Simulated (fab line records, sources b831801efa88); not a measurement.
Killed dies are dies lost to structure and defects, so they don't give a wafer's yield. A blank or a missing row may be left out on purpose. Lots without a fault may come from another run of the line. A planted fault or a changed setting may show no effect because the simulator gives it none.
fab line records | flow gf180mcu
record lots=7 wafers=18 last_day=34
route steps=602 shown NWELL@51 LVPWELL@54 MVSD@66 MVPSD@78 VT_IMPLANT@90
lots that met no fault: from a run of the same line without faults
start_h: hours from the record's first day to the start of the lot's first wafer shown | wait_h: hours since the lot's step before | " the same as in the row above | L1.1+2: a row that stands for several wafers | - no value, or no start given | * or withheld: withheld | < > ~ a bound
route shown NAME@n: a module of which the file shows steps, and the number in the route of the first | usual: mean/standard deviation of fault-free wafers | same: alike in all rows | chamber/n: place in a boat | sites: the reading at each site | _std_site: their standard deviation | _edge_site: outer sites' mean less inner sites' | radius_mm: how far each site lies from the wafer's centre | mask NAME#n: copy n | behind: the tool/chamber that last shaped the wafer | hold: why the lot was held/for how many hours/how that ended | device: the transistor (n, p or np) that didn't switch | end of line: the same wafers' tests at the end of the route | a step without rows: its recipe alone | killed: dies lost to structure and defects at the first sort, not the wafer's yield | map: a wafer's dies, x killed, . not, _ none there
set.NAME: the setting as run; set.NAME@STEP: as run at that earlier step | model.NAME: the simulator's own value behind a step, which no gauge read
lots at some steps of the route; a table a step, a row a wafer
services: from which hour (start_h, from the record's first day; less than 0 if before it) a tool's chamber was out of use, for how many hours, and why
## steps
# step GF_NWELL_IMPLANT_09
# recipe species=P energy_kev=160 dose_cm2=4e+12 tilt_deg=0
# step GF_NWELL_STRIP_10
# recipe chemistry=O2/N2 power_w=1400 pressure_mtorr=1500 platen_temp_c=250 o2_flow_sccm=3000 n2_flow_sccm=300 overash_fraction=0.5
# usual drypump_motor_current_A=5.5/0.48 heater_power_w=325/17 oes_product_au=0.722/0.0044 strip_time_to_endpoint_s=36.95/0.12
# columns lot.wafer tool chamber start_h wait_h drypump_motor_current_A heater_power_w oes_product_au rf_hours_counter_h strip_time_to_endpoint_s
L397.1 plasma_asher-01 0 60.69 0.1 5.3 318 0.722 43 36.97
L397.2 " 1 " " 5.3 359 0.725 43 36.94
L397.5 " 1 " " 5.3 353 0.720 - 36.92
L398.2 plasma_asher-01 1 67.19 0.1 5.3 351 0.722 44 36.85
L398.3 " 1 " " 5.3 353 0.716 - 36.73
L398.5 " 1 " " 5.3 360 0.727 - 36.79
L406.5 plasma_asher-04 1 111.81 0.1 5.0 326 0.720 - 36.78
L406.6 " 0 " " 5.7 326 0.724 - 36.84
L407.3 plasma_asher-04 0 115.61 0.1 5.7 330 0.717 - 36.98
L407.6 " 1 " " 4.9 331 0.722 - 36.89
L408.5 plasma_asher-02 0 121.56 0.1 6.6 324 0.723 - 37.09
L408.6 " 1 " " 5.5 292 0.726 - 37.06
L414.1 plasma_asher-01 0 156.69 0.1 5.3 309 0.720 5 36.96
L414.3 " 1 " " 5.3 358 0.723 - 36.92
L414.4 " 0 " " 5.3 315 0.727 - 36.84
L419.1 plasma_asher-02 1 181.34 0.1 5.5 296 0.728 52 37.12
L419.5 " 1 " " 5.5 298 0.723 - 36.94
L419.6 " 0 " " 6.6 324 0.728 - 37.02
# step GF_NWELL_TW_MEAS_11
# usual NWELL_TW=1561/12
# columns lot.wafer tool chamber start_h wait_h NWELL_TW
L397.1 film_metro-04 - 60.79 0.1 1541
L397.2 " - " " 1548
L397.5 " - " " 1546
L398.2 film_metro-03 - 67.30 0.1 1566
L398.3 " - " " 1571
L398.5 " - " " 1573
L406.5 film_metro-02 - 111.88 0.0 1580
L406.6 " - " " 1571
L407.3 film_metro-02 - 115.70 0.1 1578
L407.6 " - " " 1562
L408.5 film_metro-04 - 121.63 0.0 1546
L408.6 " - " " 1550
L414.1 film_metro-04 - 156.79 0.1 1559
L414.3 " - " " 1551
L414.4 " - " " 1566
L419.1 film_metro-04 - 181.44 0.1 1533
L419.5 " - " " 1545
L419.6 " - " " 1545
# step GF_LVPWELL_DEHYDRATE_00
# recipe temp_c=200 time_s=60
# step GF_LVPWELL_HMDS_01
# recipe prime_time_s=60 prime_temp_c=120
# step GF_LVPWELL_COAT_02
# recipe spin_rpm=2000 resist_thk_nm=3000
# step GF_LVPWELL_SOFTBAKE_03
# recipe temp_c=110 time_s=withheld
# step GF_LVPWELL_EXPOSE_04
# recipe mask_id=LVPWELL target_cd_nm=600 na=0.6 source_shape=conventional sigma_outer=0.6 dose_mj=260
# step GF_LVPWELL_PEB_05
# recipe temp_c=115 time_s=withheld
# step GF_LVPWELL_DEVELOP_06
# recipe wall_angle_deg=90 develop_time_s=60 dev_temp_c=23
# step GF_LVPWELL_OVL_MEAS_07
# usual LVPWELL_OVL=-0.3/1.5
# columns lot.wafer tool chamber start_h wait_h LVPWELL_OVL[nm]
L397.1 overlay-02 - 73.65 - 2.4
L397.2 " - " " 1.5
L397.5 " - " " 3.0
L398.2 overlay-01 - 80.34 - 0.3
L398.3 " - " " 1.8
L398.5 " - " " 1.0
L406.5 overlay-02 - 126.26 - 0.9
L406.6 " - " " -0.1
L407.3 overlay-01 - 130.45 - 0.0
L407.6 " - " " 0.3
L408.5 overlay-02 - 136.73 - -1.7
L408.6 " - " " 0.9
L414.1 overlay-01 - 171.99 - -2.8
L414.3 " - " " -0.9
L414.4 " - " " -2.8
L419.1 overlay-02 - 197.55 - -0.7
L419.5 " - " " -1.3
L419.6 " - " " -0.3
# step GF_LVPWELL_IMPLANT_08
# recipe species=B energy_kev=170 dose_cm2=1.5e+13 tilt_deg=0
# step GF_LVPWELL_IMPLANT_09
# recipe species=B energy_kev=60 dose_cm2=5e+12 tilt_deg=0
# usual beam_on_s=10.00/0.18 dose_ions_cm2=5e+12/5.6e+09 faraday_current_uA=28.2/0.51
# columns lot.wafer tool chamber start_h wait_h beam_on_s dose_ions_cm2 faraday_current_uA
L397.1 implanter-01 0 73.84 0.1 9.95 4.99e+12 28.5
L397.2 " 0 " " 9.74 4.989e+12 28.9
L397.5 " 0 " " 9.94 4.997e+12 28.4
L398.2 implanter-02 0 80.55 0.1 10.06 4.992e+12 28.0
L398.3 " 0 " " 9.81 5e+12 28.7
L398.5 " 0 " " 10.20 4.995e+12 27.5
L406.5 implanter-01 0 126.52 0.1 9.72 5.002e+12 28.9
L406.6 " 0 " " 11.65 5.006e+12 24.1
L407.3 implanter-01 0 130.68 0.1 10.19 4.999e+12 27.6
L407.6 " 0 " " 11.46 4.995e+12 24.7
L408.5 implanter-01 0 136.99 0.1 9.89 4.989e+12 28.4
L408.6 " 0 " " 11.77 5.008e+12 23.9
L414.1 implanter-04 0 172.18 0.1 10.08 5.007e+12 28.0
L414.3 " 0 " " 9.60 5.005e+12 29.1
L414.4 " 0 " " 10.08 4.994e+12 27.9
L419.1 implanter-04 0 197.74 0.1 10.08 5.009e+12 28.0
L419.5 " 0 " " 10.03 4.999e+12 28.1
L419.6 " 0 " " 10.03 5.005e+12 28.0
# step GF_LVPWELL_STRIP_10
# recipe chemistry=O2/N2 power_w=1400 pressure_mtorr=1500 platen_temp_c=250 o2_flow_sccm=3000 n2_flow_sccm=300 overash_fraction=0.5
# usual drypump_motor_current_A=5.9/0.58 heater_power_w=326/14 oes_product_au=0.723/0.005 strip_time_to_endpoint_s=36.94/0.099
# columns lot.wafer tool chamber start_h wait_h drypump_motor_current_A heater_power_w oes_product_au rf_hours_counter_h strip_time_to_endpoint_s
L397.1 plasma_asher-02 1 73.99 0.1 5.5 295 0.719 40 37.02
L397.2 " 0 " " 6.6 319 0.719 40 37.04
L397.5 " 0 " " 6.6 326 0.726 - 37.06
L398.2 plasma_asher-03 0 80.67 0.1 5.5 327 0.723 28 36.80
L398.3 " 0 " " 5.5 330 0.726 - 36.90
L398.5 " 0 " " 5.5 329 0.716 - 36.86
L406.5 plasma_asher-03 1 126.64 0.1 6.6 332 0.724 - 36.92
L406.6 " 0 " " 5.5 339 0.729 - 36.87
L407.3 plasma_asher-02 0 130.81 0.1 6.6 323 0.717 - 36.95
L407.6 " 0 " " 6.6 326 0.723 - 37.00
L408.5 plasma_asher-03 1 137.10 0.1 6.6 329 0.726 - 36.92
L408.6 " 0 " " 5.5 334 0.720 - 36.94
L414.1 plasma_asher-03 1 172.33 0.1 6.6 333 0.723 37 36.92
L414.3 " 0 " " 5.5 332 0.722 - 36.97
L414.4 " 1 " " 6.6 337 0.721 - 37.03
L419.1 plasma_asher-03 0 197.89 0.1 5.5 336 0.721 40 36.91
L419.5 " 1 " " 6.5 335 0.723 - 36.88
L419.6 " 0 " " 5.5 324 0.715 - 36.85
# step GF_LVPWELL_TW_MEAS_11
# usual LVPWELL_TW=556/4.2
# columns lot.wafer tool chamber start_h wait_h LVPWELL_TW
L397.1 film_metro-04 - 74.09 0.1 551
L397.2 " - " " 552
L397.5 " - " " 553
L398.2 film_metro-03 - 80.78 0.1 556
L398.3 " - " " 555
L398.5 " - " " 553
L406.5 film_metro-04 - 126.71 0.0 548
L406.6 " - " " 553
L407.3 film_metro-03 - 130.90 0.1 553
L407.6 " - " " 560
L408.5 film_metro-03 - 137.18 0.0 557
L408.6 " - " " 561
L414.1 film_metro-04 - 172.43 0.1 552
L414.3 " - " " 549
L414.4 " - " " 550
L419.1 film_metro-03 - 197.99 0.1 559
L419.5 " - " " 558
L419.6 " - " " 558
# step GF_MVSD_DEHYDRATE_00
# recipe temp_c=200 time_s=60
# step GF_MVSD_HMDS_01
# recipe prime_time_s=60 prime_temp_c=120
# step GF_MVSD_COAT_02
# recipe spin_rpm=2000 resist_thk_nm=3000
# step GF_MVSD_SOFTBAKE_03
# recipe temp_c=110 time_s=withheld
# step GF_MVSD_EXPOSE_04
# recipe mask_id=MVSD target_cd_nm=1000 na=0.6 source_shape=conventional sigma_outer=0.6 dose_mj=260
# step GF_MVSD_PEB_05
# recipe temp_c=115 time_s=withheld
# step GF_MVSD_DEVELOP_06
# recipe wall_angle_deg=90 develop_time_s=60 dev_temp_c=23
# step GF_MVSD_OVL_MEAS_07
# usual MVSD_OVL=0.2/1.1
# columns lot.wafer tool chamber start_h wait_h MVSD_OVL[nm]
L397.1 overlay-02 - 86.80 - 0.5
L397.2 " - " " -0.2
L397.5 " - " " 0.6
L398.2 overlay-01 - 94.71 - -1.7
L398.3 " - " " -0.8
L398.5 " - " " -1.0
L406.5 overlay-01 - 141.38 - 1.9
L406.6 " - " " 0.1
L407.3 overlay-02 - 145.67 - 0.5
L407.6 " - " " 1.3
L408.5 overlay-02 - 152.23 - 0.2
L408.6 " - " " 1.4
L414.1 overlay-01 - 188.76 - -1.0
L414.3 " - " " -1.2
L414.4 " - " " -0.5
L419.1 overlay-02 - 215.28 - 0.9
L419.5 " - " " 1.8
L419.6 " - " " -0.7
# step GF_MVSD_IMPLANT_08
# recipe species=P energy_kev=400 dose_cm2=1.6e+13 tilt_deg=0
# step GF_MVSD_IMPLANT_09
# recipe species=P energy_kev=100 dose_cm2=5e+12 tilt_deg=0
# step GF_MVSD_STRIP_10
# recipe chemistry=O2/N2 power_w=1400 pressure_mtorr=1500 platen_temp_c=250 o2_flow_sccm=3000 n2_flow_sccm=300 overash_fraction=0.5
# usual drypump_motor_current_A=5.7/0.54 heater_power_w=329/15 oes_product_au=0.723/0.0042 strip_time_to_endpoint_s=36.95/0.097
# columns lot.wafer tool chamber start_h wait_h drypump_motor_current_A heater_power_w oes_product_au rf_hours_counter_h strip_time_to_endpoint_s
L397.1 plasma_asher-01 0 87.14 0.1 5.2 326 0.730 46 36.89
L397.2 " 1 " " 5.3 359 0.716 46 36.98
L397.5 " 1 " " 5.3 354 0.726 - 36.88
L398.2 plasma_asher-03 1 95.04 0.1 6.6 329 0.722 29 37.01
L398.3 " 1 " " 6.6 339 0.729 - 37.02
L398.5 " 0 " " 5.5 338 0.723 - 37.01
L406.5 plasma_asher-02 0 141.75 0.1 6.6 331 0.724 - 36.84
L406.6 " 1 " " 5.5 290 0.727 - 36.85
L407.3 plasma_asher-01 0 146.07 0.1 5.3 324 0.720 - 37.10
L407.6 " 1 " " 5.4 346 0.720 - 36.98
L408.5 plasma_asher-02 1 152.61 0.1 5.5 293 0.733 - 36.92
L408.6 " 0 " " 6.5 326 0.725 - 36.87
L414.1 plasma_asher-03 0 189.09 0.1 5.5 328 0.721 39 36.89
L414.3 " 0 " " 5.5 330 0.730 - 37.02
L414.4 " 1 " " 6.6 337 0.718 - 36.94
L419.1 plasma_asher-03 0 215.62 0.1 5.5 327 0.716 42 36.82
L419.5 " 1 " " 6.6 328 0.722 - 36.85
L419.6 " 0 " " 5.5 342 0.722 - 36.97
# step GF_MVSD_TW_MEAS_11
# usual MVSD_TW=1564/11
# columns lot.wafer tool chamber start_h wait_h MVSD_TW
L397.1 film_metro-03 - 87.24 0.1 1563
L397.2 " - " " 1568
L397.5 " - " " 1562
L398.2 film_metro-02 - 95.15 0.1 1581
L398.3 " - " " 1575
L398.5 " - " " 1586
L406.5 film_metro-04 - 141.83 0.0 1549
L406.6 " - " " 1553
L407.3 film_metro-04 - 146.15 0.1 1550
L407.6 " - " " 1557
L408.5 film_metro-02 - 152.68 0.0 1581
L408.6 " - " " 1579
L414.1 film_metro-04 - 189.19 0.1 1548
L414.3 " - " " 1558
L414.4 " - " " 1560
L419.1 film_metro-03 - 215.72 0.1 1569
L419.5 " - " " 1567
L419.6 " - " " 1575
# step GF_MVPSD_DEHYDRATE_00
# recipe temp_c=200 time_s=60
# step GF_MVPSD_HMDS_01
# recipe prime_time_s=60 prime_temp_c=120
# step GF_MVPSD_COAT_02
# recipe spin_rpm=2000 resist_thk_nm=3000
# step GF_MVPSD_SOFTBAKE_03
# recipe temp_c=110 time_s=withheld
# step GF_MVPSD_EXPOSE_04
# recipe mask_id=MVPSD target_cd_nm=1000 na=0.6 source_shape=conventional sigma_outer=0.6 dose_mj=260
# step GF_MVPSD_PEB_05
# recipe temp_c=115 time_s=withheld
# step GF_MVPSD_DEVELOP_06
# recipe wall_angle_deg=90 develop_time_s=60 dev_temp_c=23
# step GF_MVPSD_OVL_MEAS_07
# usual MVPSD_OVL=-1.3/1.1
# columns lot.wafer tool chamber start_h wait_h MVPSD_OVL[nm]
L397.1 overlay-02 - 102.03 - -2.5
L397.2 " - " " -1.8
L397.5 " - " " -0.5
L398.2 overlay-02 - 109.45 - 0.5
L398.3 " - " " -0.8
L398.5 " - " " -1.2
L406.5 overlay-02 - 158.11 - -0.1
L406.6 " - " " -0.5
L407.3 overlay-01 - 162.07 - -0.7
L407.6 " - " " -1.7
L408.5 overlay-02 - 168.96 - 0.1
L408.6 " - " " -1.5
L414.1 overlay-01 - 205.66 - -2.4
L414.3 " - " " -0.9
L414.4 " - " " -3.2
L419.1 overlay-01 - 233.76 - 0.1
L419.5 " - " " 1.1
L419.6 " - " " -0.5
# step GF_MVPSD_IMPLANT_08
# recipe species=B energy_kev=170 dose_cm2=1.5e+13 tilt_deg=0
# step GF_MVPSD_IMPLANT_09
# recipe species=B energy_kev=40 dose_cm2=5e+12 tilt_deg=0
# step GF_MVPSD_STRIP_10
# recipe chemistry=O2/N2 power_w=1400 pressure_mtorr=1500 platen_temp_c=250 o2_flow_sccm=3000 n2_flow_sccm=300 overash_fraction=0.5
# usual drypump_motor_current_A=5.7/0.56 heater_power_w=331/8.7 oes_product_au=0.722/0.0048 strip_time_to_endpoint_s=36.91/0.1
# columns lot.wafer tool chamber start_h wait_h drypump_motor_current_A heater_power_w oes_product_au rf_hours_counter_h strip_time_to_endpoint_s
L397.1 plasma_asher-03 0 102.37 0.1 5.5 335 0.716 30 36.74
L397.2 " 1 " " 6.5 336 0.718 30 36.71
L397.5 " 1 " " 6.6 337 0.731 - 36.74
L398.2 plasma_asher-04 1 109.78 0.1 4.9 324 0.715 45 36.85
L398.3 " 1 " " 4.9 323 0.726 - 36.86
L398.5 " 0 " " 5.7 334 0.721 - 36.93
L406.5 plasma_asher-01 1 158.49 0.1 5.3 357 0.712 - 36.82
L406.6 " 0 " " 5.3 314 0.729 - 36.87
L407.3 plasma_asher-03 1 162.43 0.1 6.6 339 0.717 - 37.00
L407.6 " 0 " " 5.5 326 0.718 - 37.15
L408.5 plasma_asher-04 0 169.34 0.1 5.7 330 0.722 - 37.22
L408.6 " 1 " " 4.9 326 0.726 - 37.00
L414.1 plasma_asher-03 1 205.99 0.1 6.6 332 0.714 40 37.05
L414.3 " 0 " " 5.5 334 0.724 - 37.14
L414.4 " 1 " " 6.6 337 0.730 - 37.17
L419.1 plasma_asher-03 1 234.09 0.1 6.6 330 0.716 44 36.93
L419.5 " 1 " " 6.6 342 0.730 - 37.03
L419.6 " 0 " " 5.5 340 0.725 - 36.87
# step GF_MVPSD_TW_MEAS_11
# usual MVPSD_TW=549/4.7
# columns lot.wafer tool chamber start_h wait_h MVPSD_TW
L397.1 film_metro-04 - 102.47 0.1 542
L397.2 " - " " 542
L397.5 " - " " 544
L398.2 film_metro-03 - 109.89 0.1 550
L398.3 " - " " 550
L398.5 " - " " 549
L406.5 film_metro-02 - 158.57 0.0 553
L406.6 " - " " 555
L407.3 film_metro-04 - 162.51 0.1 544
L407.6 " - " " 543
L408.5 film_metro-03 - 169.42 0.0 552
L408.6 " - " " 550
L414.1 film_metro-02 - 206.09 0.1 553
L414.3 " - " " 551
L414.4 " - " " 550
L419.1 film_metro-02 - 234.19 0.1 553
L419.5 " - " " 553
L419.6 " - " " 553
# step GF_VT_IMPLANT_DEHYDRATE_00
# recipe temp_c=200 time_s=60
# step GF_VT_IMPLANT_HMDS_01
# recipe prime_time_s=60 prime_temp_c=120
# step GF_VT_IMPLANT_COAT_02
# recipe resist=NOVOLAK spin_rpm=3000 resist_thk_nm=1000
# step GF_VT_IMPLANT_RS_MEAS_48
# recipe thk_meas_gauge=four-point-probe
# usual LVPWELL_RS=1196/3
# columns lot.wafer tool chamber start_h wait_h LVPWELL_RS[ohm/sq]
L397.1 film_metro-02 - 164.05 0.1 1199
L397.2 " - " " 1199
L397.5 " - " " 1198
L398.2 film_metro-02 - 172.71 0.1 1189
L398.3 " - " " 1189
L398.5 " - " " 1190
L406.5 film_metro-02 - 227.03 0.1 1197
L406.6 " - " " 1166
L407.3 film_metro-04 - 230.53 0.1 1199
L407.6 " - " " 1166
L408.5 film_metro-04 - 238.01 0.1 1199
L408.6 " - " " 1170
L414.1 film_metro-04 - 281.47 0.1 1196
L414.3 " - " " 1196
L414.4 " - " " 1194
L419.1 film_metro-03 - 312.49 0.1 1197
L419.5 " - " " 1194
L419.6 " - " " 1196
## services
# columns tool chamber start_h hours kind
plasma_asher-03 - 45.19 3.8 repair
plasma_asher-04 - 45.27 0.4 repair
implanter-01 - 46.48 1.2 repair
implanter-02 - 48.62 1.6 repair
plasma_asher-02 - 54.04 2.0 repair
plasma_asher-01 - 108.75 9.0 pm
plasma_asher-01 0 108.75 9.0 vent_cycle
plasma_asher-01 1 108.75 9.0 vent_cycle
plasma_asher-03 - 110.79 1.7 repair
plasma_asher-01 0 117.75 - clean
plasma_asher-01 1 117.75 - clean
plasma_asher-04 - 126.91 14.6 pm
implanter-02 - 141.05 90.9 pm
plasma_asher-04 - 146.78 2.7 repair
implanter-04 - 150.00 1.4 repair
plasma_asher-03 - 150.90 11.1 repair
plasma_asher-01 - 163.62 6.3 repair
plasma_asher-02 - 203.58 17.4 repair
implanter-04 - 210.89 24.5 pm
plasma_asher-01 - 211.01 3.3 repair
## key
first_sign step=GF_LVPWELL_IMPLANT_09 reading=beam_on_s direction=up sigmas=8.9 usual=10.00 struck=11.63
effect step=GF_LVPWELL_IMPLANT_09 reading=faraday_current_uA direction=down sigmas=7.8 usual=28.2 struck=24.2
effect step=GF_VT_IMPLANT_RS_MEAS_48 reading=LVPWELL_RS direction=down sigmas=9.5 usual=1196 struck=1167
met_at GF_LVPWELL_IMPLANT_09
struck_wafers L406.6,L407.6,L408.6
sort_left_out L406.6,L408.6
tester_left_out L406,L407,L408
onset_between 73.84 126.52
fault kind=process_parameter_drift tool=implanter-01 chamber=- onset_h=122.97 steps=GF_LVPWELL_IMPLANT_09 channel=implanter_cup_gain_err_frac offset=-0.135 shape=step end_h=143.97 scope=struck_wafers_only
# tester_left_out: of these lots the tester's yield and bins aren't shown, on N5 and GAA mostly nor the transistor test; their killed dies are dies lost to structure and defects alone, not to doping, threshold or leakage, so they don't give the yield
# sort_left_out: the simulated sort isn't trusted on such a fault, so these wafers' sort isn't shown, and their yield isn't known
